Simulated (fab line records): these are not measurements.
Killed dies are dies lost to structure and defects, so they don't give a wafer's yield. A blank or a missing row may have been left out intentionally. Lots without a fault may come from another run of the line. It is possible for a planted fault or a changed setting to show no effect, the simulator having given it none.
Matching of chambers / flow sky130 / rieDiel-02 running SKY_VIA3_ETCH_14: 4 sister chambers
The step etches BARC in N2/H2, stops on SiO2, time 45.9 s, target depth 60 nm. 22 wafers are shown with their chamber, then 11 later ones without.

## WAFERS PAIRED WITH THEIR CHAMBERS
wafer=L078.3; chamber=3; drypumpMotorCurrentA (A)=4.8; rfFwdPowerW (W)=492.8; throttleValvePct (%)=13.228
wafer=L078.5; chamber=0; drypumpMotorCurrentA (A)=5.3; rfFwdPowerW (W)=494.8; throttleValvePct (%)=13.234
wafer=L078.6; chamber=1; drypumpMotorCurrentA (A)=6.2; rfFwdPowerW (W)=498.4; throttleValvePct (%)=13.225
wafer=L080.3; chamber=2; drypumpMotorCurrentA (A)=5.6; rfFwdPowerW (W)=494.1; throttleValvePct (%)=13.222
wafer=L080.4; chamber=3; drypumpMotorCurrentA (A)=4.8; rfFwdPowerW (W)=490.7; throttleValvePct (%)=13.223
wafer=L080.5; chamber=3; drypumpMotorCurrentA (A)=4.8; rfFwdPowerW (W)=492.6; throttleValvePct (%)=13.237
wafer=L082.2; chamber=1; drypumpMotorCurrentA (A)=6.2; rfFwdPowerW (W)=495.2; throttleValvePct (%)=13.238
wafer=L082.3; chamber=3; drypumpMotorCurrentA (A)=4.8; rfFwdPowerW (W)=495.3; throttleValvePct (%)=13.244
wafer=L082.4; chamber=2; drypumpMotorCurrentA (A)=5.6; rfFwdPowerW (W)=490.5; throttleValvePct (%)=13.210
wafer=L081.1; chamber=1; drypumpMotorCurrentA (A)=6.2; rfFwdPowerW (W)=494.3; throttleValvePct (%)=13.227
wafer=L081.2; chamber=2; drypumpMotorCurrentA (A)=5.6; rfFwdPowerW (W)=492.4; throttleValvePct (%)=13.222
wafer=L081.4; chamber=3; drypumpMotorCurrentA (A)=4.8; rfFwdPowerW (W)=492.1; throttleValvePct (%)=13.214
wafer=L087.3; chamber=3; drypumpMotorCurrentA (A)=4.9; rfFwdPowerW (W)=494.2; throttleValvePct (%)=13.233
wafer=L087.4; chamber=2; drypumpMotorCurrentA (A)=5.6; rfFwdPowerW (W)=492.5; throttleValvePct (%)=13.239
wafer=L087.6; chamber=3; drypumpMotorCurrentA (A)=4.8; rfFwdPowerW (W)=493.5; throttleValvePct (%)=13.243
wafer=L088.1; chamber=3; drypumpMotorCurrentA (A)=4.8; rfFwdPowerW (W)=494.0; throttleValvePct (%)=13.222
wafer=L088.3; chamber=3; drypumpMotorCurrentA (A)=4.8; rfFwdPowerW (W)=492.7; throttleValvePct (%)=13.231
wafer=L088.6; chamber=3; drypumpMotorCurrentA (A)=4.8; rfFwdPowerW (W)=490.6; throttleValvePct (%)=13.233
wafer=L089.2; chamber=1; drypumpMotorCurrentA (A)=6.2; rfFwdPowerW (W)=501.1; throttleValvePct (%)=13.226
wafer=L089.4; chamber=2; drypumpMotorCurrentA (A)=5.6; rfFwdPowerW (W)=492.9; throttleValvePct (%)=13.227
wafer=L089.5; chamber=2; drypumpMotorCurrentA (A)=5.6; rfFwdPowerW (W)=491.6; throttleValvePct (%)=13.234
wafer=L090.2; chamber=0; drypumpMotorCurrentA (A)=5.3; rfFwdPowerW (W)=494.5; throttleValvePct (%)=13.231

SIGNATURES, as means of the wafers listed above
reading=drypumpMotorCurrentA; chamber 0=5.300; chamber 1=6.200; chamber 2=5.600; chamber 3=4.810; scatter within a chamber=0.0224
reading=rfFwdPowerW; chamber 0=494.650; chamber 1=497.250; chamber 2=492.333; chamber 3=492.850; scatter within a chamber=1.77
reading=throttleValvePct; chamber 0=13.23250; chamber 1=13.22900; chamber 2=13.22567; chamber 3=13.23080; scatter within a chamber=0.00893
Rule: a wafer's distance from a chamber is the root of the sum, over the readings, of the square of ((its reading less the chamber's mean) divided by the reading's scatter). The wafer belongs to the nearest chamber; if the next one is less than 2 further off, it can't be placed. The scatter: the root of (the sum of the squares of (reading less its chamber's mean) over the shown wafers, divided by (wafers less chambers)).

## WAFERS MISSING THEIR CHAMBER
wafer=L090.5; drypumpMotorCurrentA (A)=4.8; rfFwdPowerW (W)=493.5; throttleValvePct (%)=13.228
wafer=L090.6; drypumpMotorCurrentA (A)=5.6; rfFwdPowerW (W)=492.8; throttleValvePct (%)=13.217
wafer=L095.1; drypumpMotorCurrentA (A)=5.3; rfFwdPowerW (W)=493.3; throttleValvePct (%)=13.225
wafer=L095.4; drypumpMotorCurrentA (A)=6.2; rfFwdPowerW (W)=495.5; throttleValvePct (%)=13.215
wafer=L095.5; drypumpMotorCurrentA (A)=5.3; rfFwdPowerW (W)=492.3; throttleValvePct (%)=13.223
wafer=L096.1; drypumpMotorCurrentA (A)=5.6; rfFwdPowerW (W)=491.2; throttleValvePct (%)=13.228
wafer=L096.2; drypumpMotorCurrentA (A)=5.3; rfFwdPowerW (W)=497.3; throttleValvePct (%)=13.231
wafer=L096.3; drypumpMotorCurrentA (A)=6.2; rfFwdPowerW (W)=493.9; throttleValvePct (%)=13.230
wafer=L097.1; drypumpMotorCurrentA (A)=6.2; rfFwdPowerW (W)=495.2; throttleValvePct (%)=13.226
wafer=L097.4; drypumpMotorCurrentA (A)=5.3; rfFwdPowerW (W)=497.4; throttleValvePct (%)=13.235
wafer=L097.5; drypumpMotorCurrentA (A)=5.3; rfFwdPowerW (W)=496.6; throttleValvePct (%)=13.226

## EACH ONE'S CHAMBER
wafer=L090.5; from the rows above=3; in truth=3
wafer=L090.6; from the rows above=2; in truth=2
wafer=L095.1; from the rows above=0; in truth=0
wafer=L095.4; from the rows above=1; in truth=1
wafer=L095.5; from the rows above=0; in truth=0
wafer=L096.1; from the rows above=2; in truth=2
wafer=L096.2; from the rows above=0; in truth=0
wafer=L096.3; from the rows above=1; in truth=1
wafer=L097.1; from the rows above=1; in truth=1
wafer=L097.4; from the rows above=0; in truth=0
wafer=L097.5; from the rows above=0; in truth=0
11 of 11 placed correctly. Can't be placed from these rows: 0. Wrongly placed: 0.
